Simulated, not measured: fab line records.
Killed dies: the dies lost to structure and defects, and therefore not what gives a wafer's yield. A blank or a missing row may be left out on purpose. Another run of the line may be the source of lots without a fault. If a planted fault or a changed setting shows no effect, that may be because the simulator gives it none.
Which of the tools did it?    flow sky130    6 lots with 16 wafers sampled at 2 steps, on a route of 708 steps

## WHAT THE GAUGES READ, wafer by wafer
SKY_VIA2_THK_MEAS_01.
lot   measured      on             VIA2_HDPCVD_THK (nm)
L988  day 35 09:11  film_metro-02  1178 1186 1170
L990  day 36 04:08  film_metro-02  1202 1185 1186
L992  day 37 02:38  film_metro-02  1166 1168 1169
L100  day 39 09:58  film_metro-03  1422 1422
L105  day 40 17:50  film_metro-02  1172 1185 1171
L108  day 41 16:08  film_metro-02  1189 1197 1181

## EACH LOT AND THE TOOL THAT RAN IT (in order: tool; ch and the chambers of the sampled wafers; start)
lot   SKY_VIA2_HDPCVD_00
L988  hdpcvd-01 ch 0,1, day 35 09:04
L990  hdpcvd-02 ch 0,2, day 36 04:01
L992  hdpcvd-02 ch 0,1, day 37 02:31
L100  hdpcvd-01 ch 2, day 39 09:53
L105  hdpcvd-02 ch 1,2, day 40 17:43
L108  hdpcvd-02 ch 0,2, day 41 16:00
- SKY_VIA2_HDPCVD_00: deposits SiO2, target thk 1180 nm, time 196.7 s.

## THE ANSWER, worked out from the rows above alone
Rule: what is usual is taken from the lots themselves. Put in order of their means at a reading, lots are off if they are a third of the lots or fewer, leave a main group of 4 or more, and stand apart from it by a gap of 3 or more times the standard deviation of the main group's means; of several such gaps the widest counts. The tables above print the reading to a certain number of digits; a main group whose means all agree to those digits is not used. Also off: a lot with no number at a reading for which 4 or more lots have one. Any other lot the step has rows for is counted as sound.
Off: L100, at SKY_VIA2_THK_MEAS_01 (VIA2_HDPCVD_THK). For the main group the mean is 1180 nm and the standard deviation 8.6.
If a tool, at a process step before that reading, ran all the lots that are off and no sound lot after the first of them, it fits. Gauges at SKY_VIA2_THK_MEAS_01: tried the same way as those tools. Undecided on this evidence; 2 tools fit (hdpcvd-01 at SKY_VIA2_HDPCVD_00, film_metro-03 at SKY_VIA2_THK_MEAS_01).

## WHAT HAD BEEN PUT IN BY THE SIMULATOR
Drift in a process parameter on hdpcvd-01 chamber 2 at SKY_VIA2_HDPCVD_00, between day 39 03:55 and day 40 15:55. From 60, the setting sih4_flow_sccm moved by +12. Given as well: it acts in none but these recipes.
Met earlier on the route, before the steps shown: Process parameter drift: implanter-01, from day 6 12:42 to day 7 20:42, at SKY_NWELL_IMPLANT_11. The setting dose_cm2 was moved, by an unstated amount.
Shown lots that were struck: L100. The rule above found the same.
